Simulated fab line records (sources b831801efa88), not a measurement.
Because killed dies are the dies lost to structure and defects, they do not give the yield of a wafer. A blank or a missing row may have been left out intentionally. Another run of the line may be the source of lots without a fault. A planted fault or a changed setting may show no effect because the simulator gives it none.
Tool commonality check | flow gf180mcu | Sample size 13 lots and 39 wafers

## WHAT PROMPTED THE OPENING
Of 13 lots, 2 have the reading V5_CVD_00_THK flagged at GF_V5_THK_MEAS_01. Wafers without a fault read 301 nm, standard deviation 3.5.
Rule: a lot is flagged in two cases, either no wafer of it has a number, or all its wafers with numbers fall more than 4 standard deviations from that mean. As for the other lots, they are considered sound.

lot  | measured     | on            | V5_CVD_00_THK (nm), wafer by wafer | flag
L804 | day 26 03:46 | film metro-01 | 301 303 300                        |
L805 | day 26 12:37 | film metro-01 | 302 301 303                        |
L807 | day 27 05:47 | film metro-01 | 306 303 303                        |
L809 | day 27 22:43 | film metro-02 | 305 302 305                        |
L811 | day 28 14:25 | film metro-02 | 258 256 260                        | FLAGGED
L812 | day 28 23:17 | film metro-03 | 258 260 260                        | FLAGGED
L819 | day 30 22:00 | film metro-01 | 303 295 297                        |
L821 | day 31 10:34 | film metro-01 | 304 303 304                        |
L823 | day 31 19:04 | film metro-02 | 297 298 302                        |
L822 | day 31 20:01 | film metro-03 | 303 301 301                        |
L824 | day 32 02:22 | film metro-03 | 300 294 302                        |
L825 | day 32 08:25 | film metro-01 | 299 301 299                        |
L826 | day 32 12:05 | film metro-02 | 301 302 303                        |
Average over the flagged lots: 259 nm; offset from the usual -42 nm, equal to -12 standard deviations.

## EACH LOT AND THE TOOL IT RAN ON
Before the reading, the record contains 2 process steps out of a 602-step route. Read each cell as the tool, then ch plus the chambers that the sampled wafers visited, then the start.
lot  | flag    | GF_MIM_SPUTTER_07            | GF_V5_CVD_00
L804 |         | pvd sputter-04, day 24 07:10 | hdpcvd-01 ch 0,2, day 26 03:42
L805 |         | pvd sputter-02, day 24 16:44 | hdpcvd-01 ch 1,2, day 26 12:35
L807 |         | pvd sputter-03, day 25 11:47 | hdpcvd-01 ch 1,2, day 27 05:44
L809 |         | pvd sputter-02, day 26 04:17 | hdpcvd-01 ch 0,1,2, day 27 22:40
L811 | FLAGGED | pvd sputter-04, day 26 21:17 | hdpcvd-01 ch 0,2, day 28 14:23
L812 | FLAGGED | pvd sputter-03, day 27 07:40 | hdpcvd-01 ch 0,1,2, day 28 23:14
L819 |         | pvd sputter-04, day 29 08:58 | hdpcvd-02 ch 0,1,2, day 30 21:57
L821 |         | pvd sputter-02, day 29 22:00 | hdpcvd-02 ch 0,2, day 31 10:32
L823 |         | pvd sputter-03, day 30 06:19 | hdpcvd-01 ch 0,1,2, day 31 19:01
L822 |         | pvd sputter-04, day 30 07:58 | hdpcvd-01 ch 1,2, day 31 19:58
L824 |         | pvd sputter-03, day 30 14:02 | hdpcvd-02 ch 0,1,2, day 32 02:19
L825 |         | pvd sputter-03, day 30 21:04 | hdpcvd-02 ch 0,2, day 32 08:23
L826 |         | pvd sputter-02, day 31 01:25 | hdpcvd-01 ch 0,1,2, day 32 12:01
These steps, and what they do:
- GF_MIM_SPUTTER_07: material TiN, target thk 60 nm, time 50 s.
- GF_V5_CVD_00: deposits SiO2, target thk 300 nm, time 50 s.
- GF_V5_THK_MEAS_01

## FLAGGED OVER TOTAL, TOOL BY TOOL (the gauges that took the reading come last)
step              | tool           | lots run | flagged | share of the flagged lots | sound lots run after its first flagged lot
GF_MIM_SPUTTER_07 | pvd sputter-02 | 4        | 0       | none                      | -
GF_MIM_SPUTTER_07 | pvd sputter-03 | 5        | 1       | some                      | 3 (L823,L824,L825)
GF_MIM_SPUTTER_07 | pvd sputter-04 | 4        | 1       | some                      | 2 (L819,L822)
GF_V5_CVD_00      | hdpcvd-01      | 9        | 2       | all                       | 3 (L823,L822,L826)
GF_V5_CVD_00      | hdpcvd-02      | 4        | 0       | none                      | -
GF_V5_THK_MEAS_01 | film metro-01  | 6        | 0       | none                      | -
GF_V5_THK_MEAS_01 | film metro-02  | 4        | 1       | some                      | 2 (L823,L826)
GF_V5_THK_MEAS_01 | film metro-03  | 3        | 1       | some                      | 2 (L822,L824)

## WHAT THE TABLE PERMITS
All flagged lots share 1 row of the table, namely hdpcvd-01 at GF_V5_CVD_00.
- hdpcvd-01 at GF_V5_CVD_00: 2 of its 9 lots flagged. Sound lots followed the first flagged one (L823, L822, L826) on it, something a lasting fault affecting the whole tool could not allow. Its own readings (sih4 flow sccm) fall more than 4 standard deviations out on all wafers of the flagged lots.
Not one row of the table ran every flagged lot while running no sound lot after the first.

## WHAT HAD BEEN PUT IN BY THE SIMULATOR
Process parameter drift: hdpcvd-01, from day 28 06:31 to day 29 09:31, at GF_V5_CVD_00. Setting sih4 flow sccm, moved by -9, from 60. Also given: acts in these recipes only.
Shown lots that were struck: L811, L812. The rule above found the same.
